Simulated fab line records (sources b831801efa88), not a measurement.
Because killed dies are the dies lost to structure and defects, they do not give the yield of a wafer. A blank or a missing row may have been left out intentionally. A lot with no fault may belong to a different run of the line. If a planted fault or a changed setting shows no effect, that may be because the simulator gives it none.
fab line records | flow sky130
record lots=6 | wafers=18 | last-day=49
route steps=708 shown DNWELL@41 PWDE@45 PAD_OPEN@708
lots that met no fault: from a run of the same line without faults
start-h: hours from the record's opening day to when the first of the lot's shown wafers began | wait-h: hours from the lot's prior step to this one | " unchanged from the row above | L1.1+2: a single row standing in for several wafers | - no value, or no start given | * or withheld: withheld | < > ~ a bound
route shown NAME@n: a module of which the file shows steps, and the number in the route of the first | usual: mean/standard deviation taken from wafers without a fault | same: alike in all rows | chamber/n: place in a boat | sites: per-site readings | _std_site: standard deviation of those values | _edge_site: mean of outer sites minus mean of inner sites | radius-mm: how far each site lies from the wafer's centre | mask NAME#n: copy n | behind: the last tool/chamber to shape the wafer | hold: cause of the lot's hold/its duration in hours/its outcome | device: the transistor (n, p or np) that didn't switch | end of line: tests run on the same wafers once the route is complete | where a step has no rows: the recipe by itself | killed: at the first sort, the dies lost to defects and structure; wafer yield is something else | map: the dies of a wafer, with x for killed, . for not killed, _ for no die there
set.NAME: the setting the step ran with; set.NAME@STEP: the setting that earlier step ran with | model.NAME: the simulator's own value behind a step, which no gauge read
lots seen at some steps along the route; tables by step, rows by wafer
services: the hour from which a tool's chamber was out of use, counted from the record's first day as start-h (under 0 if before that day), plus the number of hours and why
## steps
# step SKY_DNWELL_DEVELOP_06
# recipe wall-angle-deg=90 | developer=TMAH | develop-time-s=60 | dev-temp-c=23
# step SKY_DNWELL_IMPLANT_07
# recipe species=P | energy-kev=withheld | dose-cm2=withheld | tilt-deg=withheld
# step SKY_DNWELL_STRIP_08
# recipe chemistry=O2/N2 | power-w=1400 | pressure-mtorr=1500 | platen-temp-c=withheld | o2-flow-sccm=3000 | n2-flow-sccm=300 | overash-fraction=0.5
# usual chamber-pressure-mTorr=1500/3.2 | drypump-motor-current-A=5.6/0.37 | oes-product-au=0.722/0.0046 | strip-time-to-endpoint-s=36.89/0.11
lot.wafer | tool            | chamber | start-h | wait-h | chamber-pressure-mTorr | drypump-motor-current-A | oes-product-au | rf-hours-counter-h | strip-time-to-endpoint-s
L771.1    | plasma-asher-04 | 1       | 51.57   | 0.1    | 1501                   | 5.1                     | 0.724          | 39                 | 36.68
L771.4    | "               | 1       | "       | "      | 1502                   | 5.1                     | 0.723          | -                  | 36.81
L771.6    | "               | 1       | "       | "      | 1498                   | 5.1                     | 0.721          | -                  | 36.68
L773.3    | plasma-asher-02 | 0       | 68.87   | 0.1    | 1499                   | 5.9                     | 0.725          | -                  | 36.96
L773.5    | "               | 0       | "       | "      | 1501                   | 5.9                     | 0.724          | -                  | 36.81
L773.6    | "               | 1       | "       | "      | 1500                   | 5.3                     | 0.725          | -                  | 36.87
L780.1    | plasma-asher-02 | 1       | 107.32  | 0.1    | 1500                   | 5.3                     | 0.722          | 45                 | 36.90
L780.3    | "               | 1       | "       | "      | 1499                   | 5.3                     | 0.728          | -                  | 36.94
L780.5    | "               | 1       | "       | "      | 1498                   | 5.3                     | 0.718          | -                  | 36.97
L783.1    | plasma-asher-04 | 1       | 117.41  | 0.1    | 1501                   | 5.1                     | 0.718          | 47                 | 36.87
L783.2    | "               | 0       | "       | "      | 1499                   | 5.8                     | 0.724          | 47                 | 36.94
L783.6    | "               | 0       | "       | "      | 1500                   | 5.8                     | 0.726          | -                  | 36.94
L789.2    | plasma-asher-02 | 1       | 149.92  | 0.1    | 1501                   | 5.4                     | 0.714          | 3                  | 36.84
L789.4    | "               | 1       | "       | "      | 1497                   | 5.4                     | 0.733          | -                  | 36.74
L789.5    | "               | 1       | "       | "      | 1498                   | 5.4                     | 0.722          | -                  | 36.83
L792.2    | plasma-asher-01 | 0       | 165.12  | 0.1    | 1501                   | 5.3                     | 0.710          | 38                 | 36.69
L792.3    | "               | 0       | "       | "      | 1500                   | 5.3                     | 0.711          | -                  | 36.65
L792.5    | "               | 1       | "       | "      | 1501                   | 6.3                     | 0.726          | -                  | 36.67
# step SKY_DNWELL_TW_MEAS_09
# usual DNWELL_TW=1094/11
lot.wafer | tool          | chamber | start-h | wait-h | DNWELL_TW
L771.1    | film-metro-02 | -       | 51.67   | 0.1    | 1085
L771.4    | "             | -       | "       | "      | 1085
L771.6    | "             | -       | "       | "      | 1082
L773.3    | film-metro-02 | -       | 68.96   | 0.1    | 1085
L773.5    | "             | -       | "       | "      | 1089
L773.6    | "             | -       | "       | "      | 1083
L780.1    | film-metro-04 | -       | 107.42  | 0.1    | 1092
L780.3    | "             | -       | "       | "      | 1096
L780.5    | "             | -       | "       | "      | 1092
L783.1    | film-metro-01 | -       | 117.51  | 0.1    | 1118
L783.2    | "             | -       | "       | "      | 1113
L783.6    | "             | -       | "       | "      | 1116
L789.2    | film-metro-01 | -       | 150.03  | 0.1    | 1111
L789.4    | "             | -       | "       | "      | 1118
L789.5    | "             | -       | "       | "      | 1113
L792.2    | film-metro-02 | -       | 165.23  | 0.1    | 1081
L792.3    | "             | -       | "       | "      | 1078
L792.5    | "             | -       | "       | "      | 1082
# step SKY_PWDE_DEHYDRATE_00
# recipe temp-c=200 | time-s=60
# step SKY_PWDE_HMDS_01
# recipe prime-time-s=60 | prime-temp-c=120
# step SKY_PWDE_COAT_02
# recipe spin-rpm=2000 | resist-thk-nm=3000
# step SKY_PWDE_SOFTBAKE_03
# recipe temp-c=110 | time-s=withheld
# step SKY_PWDE_EXPOSE_04
# recipe mask-id=PWDEM | na=0.6 | source-shape=conventional | sigma-outer=0.6 | polarization=unpolarized | target-cd-nm=840 | dose-mj=214
# step SKY_PWDE_PEB_05
# recipe temp-c=115 | time-s=withheld
# step SKY_PWDE_DEVELOP_06
# recipe wall-angle-deg=90 | developer=TMAH | develop-time-s=60 | dev-temp-c=23
# step SKY_PWDE_OVL_MEAS_07
# usual PWDE_OVL=0.7/1.3
lot.wafer | tool       | chamber | start-h | wait-h | PWDE_OVL[nm]
L771.1    | overlay-02 | -       | 67.01   | -      | 1.5
L771.4    | "          | -       | "       | "      | -0.2
L771.6    | "          | -       | "       | "      | 0.6
L773.3    | overlay-02 | -       | 85.04   | -      | 1.1
L773.5    | "          | -       | "       | "      | 2.2
L773.6    | "          | -       | "       | "      | 1.1
L780.1    | overlay-01 | -       | 124.23  | -      | 1.8
L780.3    | "          | -       | "       | "      | -2.2
L780.5    | "          | -       | "       | "      | 0.0
L783.1    | overlay-01 | -       | 134.96  | -      | 1.3
L783.2    | "          | -       | "       | "      | 0.1
L783.6    | "          | -       | "       | "      | 0.6
L789.2    | overlay-01 | -       | 169.13  | -      | -0.1
L789.4    | "          | -       | "       | "      | 0.3
L789.5    | "          | -       | "       | "      | 3.2
L792.2    | overlay-01 | -       | 185.78  | -      | 1.7
L792.3    | "          | -       | "       | "      | 2.3
L792.5    | "          | -       | "       | "      | 0.1
# step SKY_PWDE_IMPLANT_08
# recipe species=B | energy-kev=150 | dose-cm2=3.6e+12 | tilt-deg=withheld
# usual beam-energy-keV=150.01/0.045
lot.wafer | tool         | chamber | start-h | wait-h | beam-energy-keV | model.implant.rp-nm | model.implant.drp-nm
L771.1    | implanter-01 | 0       | 67.04   | 0.0    | 149.95          | 438.1               | 97.97
L771.4    | "            | 0       | "       | "      | 149.94          | 438.1               | 97.97
L771.6    | "            | 0       | "       | "      | 150.02          | 438.1               | 97.97
L773.3    | implanter-04 | 0       | 85.11   | 0.1    | 150.00          | 434.9               | 97.97
L773.5    | "            | 0       | "       | "      | 149.97          | 434.9               | 97.97
L773.6    | "            | 0       | "       | "      | 150.03          | 434.9               | 97.97
L780.1    | implanter-04 | 0       | 124.26  | 0.0    | 159.07          | 465.1               | 100.4
L780.3    | "            | 0       | "       | "      | 159.12          | 465.1               | 100.4
L780.5    | "            | 0       | "       | "      | 159.01          | 465.1               | 100.4
L783.1    | implanter-04 | 0       | 134.99  | 0.0    | 159.08          | 454.2               | 100.4
L783.2    | "            | 0       | "       | "      | 159.06          | 454.2               | 100.4
L783.6    | "            | 0       | "       | "      | 159.03          | 454.2               | 100.4
L789.2    | implanter-02 | 0       | 169.18  | 0.0    | 150.07          | 433.3               | 97.97
L789.4    | "            | 0       | "       | "      | 150.03          | 433.3               | 97.97
L789.5    | "            | 0       | "       | "      | 150.08          | 433.3               | 97.97
L792.2    | implanter-01 | 0       | 185.84  | 0.0    | 150.08          | 426                 | 97.97
L792.3    | "            | 0       | "       | "      | 150.01          | 426                 | 97.97
L792.5    | "            | 0       | "       | "      | 150.07          | 426                 | 97.97
# step SKY_PWDE_STRIP_09
# recipe chemistry=O2/N2 | power-w=1400 | pressure-mtorr=1500 | platen-temp-c=withheld | o2-flow-sccm=3000 | n2-flow-sccm=300 | overash-fraction=0.5
# usual chamber-pressure-mTorr=1499.9/1.3 | drypump-motor-current-A=5.8/0.51 | oes-product-au=0.723/0.0045 | strip-time-to-endpoint-s=36.91/0.094
lot.wafer | tool            | chamber | start-h | wait-h | chamber-pressure-mTorr | drypump-motor-current-A | oes-product-au | rf-hours-counter-h | strip-time-to-endpoint-s
L771.1    | plasma-asher-03 | 0       | 67.19   | 0.1    | 1501.0                 | 6.5                     | 0.722          | 28                 | 36.75
L771.4    | "               | 0       | "       | "      | 1501.8                 | 6.5                     | 0.723          | -                  | 36.73
L771.6    | "               | 0       | "       | "      | 1500.0                 | 6.5                     | 0.724          | -                  | 36.72
L773.3    | plasma-asher-03 | 0       | 85.25   | 0.1    | 1500.6                 | 6.5                     | 0.732          | -                  | 36.90
L773.5    | "               | 0       | "       | "      | 1500.3                 | 6.5                     | 0.723          | -                  | 36.83
L773.6    | "               | 1       | "       | "      | 1501.2                 | 5.6                     | 0.729          | -                  | 36.94
L780.1    | plasma-asher-03 | 0       | 124.41  | 0.1    | 1500.1                 | 6.5                     | 0.720          | 35                 | 36.89
L780.3    | "               | 0       | "       | "      | 1500.7                 | 6.5                     | 0.719          | -                  | 36.94
L780.5    | "               | 1       | "       | "      | 1499.1                 | 5.6                     | 0.732          | -                  | 36.98
L783.1    | plasma-asher-01 | 0       | 135.14  | 0.1    | 1499.0                 | 5.3                     | 0.725          | 35                 | 36.79
L783.2    | "               | 1       | "       | "      | 1499.0                 | 6.3                     | 0.727          | 35                 | 36.83
L783.6    | "               | 1       | "       | "      | 1499.9                 | 6.3                     | 0.723          | -                  | 36.85
L789.2    | plasma-asher-01 | 1       | 169.31  | 0.1    | 1499.2                 | 6.3                     | 0.718          | 39                 | 37.00
L789.4    | "               | 1       | "       | "      | 1503.3                 | 6.3                     | 0.725          | -                  | 36.86
L789.5    | "               | 0       | "       | "      | 1500.2                 | 5.3                     | 0.727          | -                  | 36.85
L792.2    | plasma-asher-03 | 0       | 185.96  | 0.1    | 1498.3                 | 6.5                     | 0.722          | 41                 | 36.95
L792.3    | "               | 0       | "       | "      | 1499.2                 | 6.5                     | 0.723          | -                  | 36.84
L792.5    | "               | 0       | "       | "      | 1500.7                 | 6.5                     | 0.730          | -                  | 36.89
# step SKY_PAD_OPEN_PROBE_99
# usual killed_at_M0_to_M3=44/7.3 | killed_at_M4_up=3.5/1.8 | killed-at-contacts=24/5.8 | killed-at-front-end=16/4.3 | killed-at-other=0.5/0.68 | killed-dies=88/9.4 | killed-open=48/6.8 | killed-short=40/6.1
# same gross-dies=492 | killed-at-back-side=0
lot.wafer | tool      | chamber | start-h | wait-h | killed_at_M0_to_M3 | killed_at_M4_up | killed-at-contacts | killed-at-front-end | killed-at-other | killed-dies | killed-open | killed-short | model.etest.res_p_drift_20v.line-ohm-um | model.etest.res_p_drift_20v.rs-ohm-sq
L771.1    | prober-02 | -       | 1071.62 | 0.1    | 48                 | 5               | 28                 | 12                  | 0               | 93          | 41          | 52           | 1.116e+04                               | 9303
L771.4    | prober-02 | -       | 1071.77 | 0.2    | 40                 | 2               | 24                 | 22                  | 0               | 88          | 48          | 40           | 1.141e+04                               | 9445
L771.6    | prober-02 | -       | 1071.87 | 0.2    | 51                 | 5               | 28                 | 18                  | 1               | 103         | 54          | 49           | 1.12e+04                                | 9350
L773.3    | prober-01 | -       | 1087.13 | 0.2    | 37                 | 3               | 29                 | 16                  | 1               | 86          | 53          | 33           | 1.148e+04                               | 9560
L773.5    | prober-01 | -       | 1087.23 | 0.2    | 40                 | 0               | 19                 | 10                  | 1               | 70          | 43          | 27           | 1.161e+04                               | 9593
L773.6    | prober-01 | -       | 1087.28 | 0.2    | 41                 | 1               | 28                 | 14                  | 1               | 85          | 47          | 38           | 1.147e+04                               | 9370
L780.1    | prober-01 | -       | 1133.87 | 0.1    | 53                 | 0               | 28                 | 14                  | 1               | 96          | 53          | 42           | 9545                                    | 7963
L780.3    | prober-01 | -       | 1133.97 | 0.2    | 47                 | 3               | 30                 | 17                  | 0               | 97          | 59          | 38           | 9922                                    | 8263
L780.5    | prober-01 | -       | 1134.07 | 0.2    | 68                 | 3               | 16                 | 19                  | 0               | 106         | 58          | 46           | 1.012e+04                               | 8167
L783.1    | prober-01 | -       | 1155.25 | 0.1    | 48                 | 3               | 29                 | 24                  | 0               | 104         | 62          | 39           | 1.068e+04                               | 8988
L783.2    | prober-01 | -       | 1155.30 | 0.1    | 49                 | 4               | 29                 | 22                  | 0               | 104         | 54          | 49           | 1.046e+04                               | 8828
L783.6    | prober-01 | -       | 1155.50 | 0.2    | 44                 | 2               | 31                 | 18                  | 1               | 96          | 51          | 44           | 1.05e+04                                | 8828
L789.2    | prober-01 | -       | 1174.12 | 0.1    | 44                 | 4               | 24                 | 17                  | 0               | 89          | 50          | 38           | 1.16e+04                                | 9782
L789.4    | prober-01 | -       | 1174.22 | 0.2    | 48                 | 5               | 24                 | 17                  | 1               | 95          | 47          | 47           | 1.157e+04                               | 9557
L789.5    | prober-01 | -       | 1174.27 | 0.2    | 41                 | 2               | 27                 | 13                  | 0               | 83          | 37          | 46           | 1.157e+04                               | 9521
L792.2    | prober-02 | -       | 1187.77 | 0.1    | 47                 | 3               | 19                 | 18                  | 0               | 87          | 50          | 37           | 1.12e+04                                | 9408
L792.3    | prober-02 | -       | 1187.82 | 0.2    | 39                 | 0               | 19                 | 16                  | 0               | 74          | 40          | 34           | 1.146e+04                               | 9632
L792.5    | prober-02 | -       | 1187.92 | 0.2    | 40                 | 4               | 22                 | 14                  | 1               | 81          | 48          | 32           | 1.186e+04                               | 9983
# killed by level:class
L771.1 CONTACT:geometric-particle:short=11 METAL2:geometric-particle:short=11 VIA1:geometric-particle:open=10 VIA3:geometric-particle:open=7 LI_CONTACT:geometric-particle:open=6 POLY_GATE:geometric-particle:short=5 CONTACT:geometric-particle:open=5 VIA2:geometric-particle:open=5
L771.4 CONTACT:geometric-particle:open=11 METAL2:geometric-particle:short=7 POLY_GATE:geometric-particle:open=6 LI_CONTACT:geometric-particle:open=6 VIA2:geometric-particle:short=6 VIA1:geometric-particle:open=5 VIA2:geometric-particle:open=5 VIA3:geometric-particle:open=5
L771.6 VIA1:geometric-particle:open=13 CONTACT:geometric-particle:open=11 LI_CONTACT:geometric-particle:open=8 FIELD_ISO:geometric-particle:short=7 VIA3:geometric-particle:open=7 METAL2:geometric-particle:short=6 METAL3:geometric-particle:short=6 VIA2:geometric-particle:open=5
L773.3 CONTACT:geometric-particle:open=12 VIA1:geometric-particle:open=10 METAL2:geometric-particle:short=7 POLY_GATE:geometric-particle:open=6 LI_CONTACT:geometric-particle:open=5 VIA2:geometric-particle:open=5 LI_CONTACT:geometric-particle:short=4 FIELD_ISO:geometric-particle:short=3
L773.5 VIA3:geometric-particle:open=10 CONTACT:geometric-particle:open=9 VIA1:geometric-particle:open=9 LI_CONTACT:geometric-particle:open=4 VIA2:geometric-particle:open=4 VIA1:geometric-particle:short=3 LI_CONTACT:geometric-particle:short=3 METAL2:geometric-particle:short=3
L773.6 CONTACT:geometric-particle:open=9 METAL2:geometric-particle:short=9 VIA1:geometric-particle:open=8 LI_CONTACT:geometric-particle:open=7 METAL1:geometric-particle:short=7 POLY_GATE:geometric-particle:short=4 METAL1:geometric-particle:open=4 LOCAL_INTERCONNECT:geometric-particle:open=4
L780.1 VIA3:geometric-particle:open=14 CONTACT:geometric-particle:open=11 VIA1:geometric-particle:open=8 METAL2:geometric-particle:short=8 LI_CONTACT:geometric-particle:open=7 CONTACT:geometric-particle:short=6 VIA1:geometric-particle:short=5 VIA2:geometric-particle:short=5
L780.3 VIA1:geometric-particle:open=13 VIA3:geometric-particle:open=12 LI_CONTACT:geometric-particle:open=11 VIA2:geometric-particle:open=9 FIELD_ISO:geometric-particle:short=8 CONTACT:geometric-particle:open=8 LI_CONTACT:geometric-particle:short=4 CONTACT:geometric-particle:short=4
L780.5 VIA3:geometric-particle:open=14 VIA1:geometric-particle:open=13 VIA2:geometric-particle:open=12 FIELD_ISO:geometric-particle:short=6 FIELD_ISO:geometric-particle:open=6 VIA1:geometric-particle:short=6 VIA3:geometric-particle:short=6 LI_CONTACT:geometric-particle:open=5
L783.1 VIA3:geometric-particle:open=12 VIA1:geometric-particle:open=12 CONTACT:geometric-particle:open=10 METAL1:geometric-particle:short=7 LI_CONTACT:geometric-particle:open=6 CONTACT:geometric-particle:short=6 FIELD_ISO:geometric-particle:open=5 FIELD_ISO:geometric-particle:short=4
L783.2 CONTACT:geometric-particle:open=12 VIA3:geometric-particle:open=10 VIA2:geometric-particle:open=8 LI_CONTACT:geometric-particle:open=7 METAL1:geometric-particle:short=6 METAL3:geometric-particle:short=6 FIELD_ISO:geometric-particle:open=5 METAL2:geometric-particle:short=5
L783.6 VIA1:geometric-particle:open=13 LI_CONTACT:geometric-particle:open=10 CONTACT:geometric-particle:open=9 VIA3:geometric-particle:open=6 CONTACT:geometric-particle:short=5 FIELD_ISO:geometric-particle:short=4 POLY_GATE:geometric-particle:open=4 LI_CONTACT:geometric-particle:short=4
L789.2 VIA1:geometric-particle:open=10 VIA2:geometric-particle:open=8 CONTACT:geometric-particle:open=7 FIELD_ISO:geometric-particle:open=6 FIELD_ISO:geometric-particle:short=5 LI_CONTACT:geometric-particle:short=5 METAL2:geometric-particle:short=5 VIA3:geometric-particle:open=5
L789.4 VIA1:geometric-particle:open=12 METAL1:geometric-particle:short=7 CONTACT:geometric-particle:open=7 VIA1:geometric-particle:short=7 LI_CONTACT:geometric-particle:open=6 CONTACT:geometric-particle:short=6 VIA2:geometric-particle:open=5 METAL2:geometric-particle:short=5
L789.5 CONTACT:geometric-particle:open=10 METAL2:geometric-particle:short=8 VIA3:geometric-particle:open=7 VIA1:geometric-particle:short=6 CONTACT:geometric-particle:short=6 LI_CONTACT:geometric-particle:open=6 VIA1:geometric-particle:open=6 LOCAL_INTERCONNECT:geometric-particle:short=5
L792.2 VIA2:geometric-particle:open=11 VIA1:geometric-particle:open=10 LI_CONTACT:geometric-particle:open=8 VIA1:geometric-particle:short=6 METAL2:geometric-particle:short=6 CONTACT:geometric-particle:open=5 METAL1:geometric-particle:short=5 FIELD_ISO:geometric-particle:open=4
L792.3 VIA1:geometric-particle:open=11 LI_CONTACT:geometric-particle:open=10 CONTACT:geometric-particle:open=6 POLY_GATE:geometric-particle:short=5 VIA2:geometric-particle:open=5 VIA3:geometric-particle:short=5 METAL1:geometric-particle:short=4 FIELD_ISO:geometric-particle:short=3
L792.5 CONTACT:geometric-particle:open=10 VIA1:geometric-particle:open=10 FIELD_ISO:geometric-particle:open=6 LI_CONTACT:geometric-particle:open=5 VIA3:geometric-particle:short=5 VIA2:geometric-particle:open=5 METAL1:geometric-particle:short=5 METAL3:geometric-particle:short=5
## services
tool            | chamber | start-h | hours | kind
plasma-asher-01 | -       | 49.01   | 55.0  | repair
plasma-asher-04 | -       | 62.31   | 2.8   | pm
plasma-asher-02 | -       | 108.75  | 9.0   | pm
plasma-asher-02 | 0       | 108.75  | 9.0   | vent-cycle
plasma-asher-02 | 1       | 108.75  | 9.0   | vent-cycle
plasma-asher-02 | 0       | 117.75  | -     | clean
plasma-asher-02 | 1       | 117.75  | -     | clean
plasma-asher-02 | -       | 136.46  | 2.8   | pm
implanter-02    | -       | 140.01  | 6.3   | repair
implanter-01    | -       | 140.05  | 0.5   | repair
plasma-asher-03 | -       | 159.93  | 0.4   | repair
plasma-asher-01 | -       | 179.45  | 4.0   | repair
## key
first-sign step=SKY_PWDE_IMPLANT_08 | reading=beam-energy-keV | direction=up | sigmas=99+ | usual=* | struck=*
effect none on later readings
model-effect step=SKY_PWDE_IMPLANT_08 | value=implant.rp-nm | without=438.9 | struck=459.6
model-effect step=SKY_PAD_OPEN_PROBE_99 | value=etest.res_p_drift_20v.line-ohm-um | without=1.126e+04 | struck=1.02e+04
met-at SKY_PWDE_IMPLANT_08
struck-wafers L780.1,L780.3,L780.5,L783.1,L783.2,L783.6
tester-left-out L780,L783
onset-between 85.11 124.26
fault kind=process-parameter-drift | tool=implanter-04 | chamber=- | onset-h=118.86 | steps=SKY_PWDE_IMPLANT_08 | channel=energy-kev | offset=* | shape=step | end-h=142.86 | acts-in=* | stated=*
# tester-left-out: of these lots the tester's yield and bins aren't shown, on N5 and GAA mostly nor the transistor test; their killed dies are dies lost to structure and defects alone, not to doping, threshold or leakage, so they don't give the yield
